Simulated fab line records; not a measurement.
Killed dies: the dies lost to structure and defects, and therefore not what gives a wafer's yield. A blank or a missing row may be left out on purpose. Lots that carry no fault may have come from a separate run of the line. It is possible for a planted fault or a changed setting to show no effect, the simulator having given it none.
Comparing a struck lot with a sound one / flow gf180mcu / 43 out of 602 route steps
Sound: these wafers, L666.2, L666.3, L666.5. Wafers struck: L676.1, L676.5, L676.6. The cause comes at the end.
For every step that has rows: the tool of each side, followed by ch and its chambers, followed by its first start. Under that, the readings that differ: sound wafers / struck wafers / difference of the means / sigmas: that difference in standard deviations of wafers without a fault.
alike: readings with means less than 2 such deviations apart, plus words and numbers identical on both sides. not compared: withheld readings, readings lacking a value on some wafer, bounds such as >300 that could conceal the same value, and numbers that have no deviation in the record and whose values overlap.
Wherever a step has rows on one side only, a row that says differs or no value, or a row with sigmas, the two part there. Numbers that don't overlap but have no deviation are shown without sigmas and don't part them. A reading that every wafer of one side lacks parts them only if that side has two wafers or more.

first, 1 step without rows for these wafers: GF_LVPWELL_IMPLANT_09.
GF_LVPWELL_STRIP_10: strips in O2/N2.
  sound on plasma asher-04 ch 0,1, day 4 13:35; struck on plasma asher-04 ch 0,1, day 6 22:54
  alike: drypump motor current A, heater power w, o2 flow sccm, oes product au, strip time to endpoint s
  not compared: rf hours counter h
GF_LVPWELL_TW_MEAS_11:
  sound: film metro-03 at day 4 13:41; struck: film metro-02 at day 6 23:00
  alike: LVPWELL_TW
then, 7 steps without rows for these wafers: GF_MVSD_DEHYDRATE_00 (time 60 s); GF_MVSD_HMDS_01 (prime time 60 s); GF_MVSD_COAT_02 (resist thk 3000 nm); GF_MVSD_SOFTBAKE_03; GF_MVSD_EXPOSE_04 (exposes mask MVSD, target cd 1000 nm); GF_MVSD_PEB_05; GF_MVSD_DEVELOP_06 (develop time 57.93 s).
GF_MVSD_OVL_MEAS_07:
  sound: overlay-01 at day 5 03:12; struck: overlay-01 at day 7 14:42
  alike: MVSD_OVL
next, for these wafers, 1 step has no rows: GF_MVSD_IMPLANT_08.
GF_MVSD_IMPLANT_09:
  sound on implanter-02 ch 0, day 5 03:25; struck on implanter-04, day 7 14:53
  no value came back on the struck wafers for beam energy keV, beam on s (s), tilt deg (degrees); on the sound wafers beam energy keV reads 100.06 99.97 100.03
GF_MVSD_STRIP_10: strips in O2/N2.
  sound on plasma asher-04 ch 0,1, day 5 03:32; struck on plasma asher-02 ch 0,1, day 7 15:02
  alike: drypump motor current A, heater power w, o2 flow sccm, oes product au, strip time to endpoint s
  not compared: rf hours counter h
GF_MVSD_TW_MEAS_11:
  sound: film metro-01 at day 5 03:38; struck: film metro-02 at day 7 15:08
reading=MVSD_TW; sound=1572 1573 1574; struck=1520 1507 1508; difference=-61; sigmas=-6
then, 7 steps without rows for these wafers: GF_MVPSD_DEHYDRATE_00 (time 60 s); GF_MVPSD_HMDS_01 (prime time 60 s); GF_MVPSD_COAT_02 (resist thk 3000 nm); GF_MVPSD_SOFTBAKE_03; GF_MVPSD_EXPOSE_04 (exposes mask MVPSD, target cd 1000 nm); GF_MVPSD_PEB_05; GF_MVPSD_DEVELOP_06 (develop time 60 s).
GF_MVPSD_OVL_MEAS_07:
  sound: overlay-02 at day 5 17:49; struck: overlay-02 at day 8 06:57
  alike: MVPSD_OVL
then, 2 steps without rows for these wafers: GF_MVPSD_IMPLANT_08; GF_MVPSD_IMPLANT_09.
GF_MVPSD_STRIP_10: strips in O2/N2.
  sound on plasma asher-03 ch 0, day 5 18:08; struck on plasma asher-03 ch 0,1, day 8 07:17
  alike: drypump motor current A, heater power w, o2 flow sccm, oes product au, strip time to endpoint s
  not compared: rf hours counter h
GF_MVPSD_TW_MEAS_11:
  sound: film metro-03 at day 5 18:15; struck: film metro-02 at day 8 07:23
  alike: MVPSD_TW
then, 7 steps without rows for these wafers: GF_VT_IMPLANT_DEHYDRATE_00 (time 60 s); GF_VT_IMPLANT_HMDS_01 (prime time 60 s); GF_VT_IMPLANT_COAT_02 (resist thk 1000 nm); GF_VT_IMPLANT_SOFTBAKE_03 (time 60 s); GF_VT_IMPLANT_EXPOSE_04 (exposes mask LVPWELL LV AREA, target cd 600 nm); GF_VT_IMPLANT_PEB_05; GF_VT_IMPLANT_DEVELOP_06 (develop time 60 s).
GF_VT_IMPLANT_OVL_MEAS_07:
  sound: overlay-02 at day 6 08:55; struck: overlay-01 at day 8 23:15
reading=VT_IMPLANT_OVL (nm); sound=-0.8 -0.3 -1.2; struck=1.7 2.1 3.7; difference=+3.3; sigmas=+3
next, for these wafers, 1 step has no rows: GF_VT_IMPLANT_IMPLANT_08.
GF_VT_IMPLANT_STRIP_09: strips in O2/N2.
  sound on plasma asher-03 ch 0,1, day 6 09:05; struck on plasma asher-03 ch 0,1, day 8 23:26
  alike: drypump motor current A, heater power w, o2 flow sccm, oes product au, strip time to endpoint s
  not compared: rf hours counter h
GF_VT_IMPLANT_TW_MEAS_10:
  sound: film metro-01 at day 6 09:12; struck: film metro-04 at day 8 23:32
  alike: VT_IMPLANT_TW
then, 4 steps without rows for these wafers: GF_VT_IMPLANT_DEHYDRATE_11 (time 60 s); GF_VT_IMPLANT_HMDS_12 (prime time 60 s); GF_VT_IMPLANT_COAT_13 (resist thk 1020 nm); GF_VT_IMPLANT_SOFTBAKE_14 (time 60 s).
-- the record jumps here: 2 days lie between the struck wafers' starts before and after --
GF_VT_IMPLANT_RS_MEAS_46: uses a four-point probe to measure.
  sound: film metro-01 at day 8 08:28; struck: film metro-02 at day 11 04:41
reading=MVSD_RS (ohm/sq); sound=456.8 456.9 456.1; struck=- - -; difference=no value on the struck wafers; sigmas=

== WHERE THEY PART ==
First at GF_MVSD_IMPLANT_09; last, within this record, at GF_VT_IMPLANT_RS_MEAS_46.

WHY: what had been put in by the simulator
Step skipped in full: implanter-04, at GF_MVSD_IMPLANT_09, from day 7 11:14 onward. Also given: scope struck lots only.
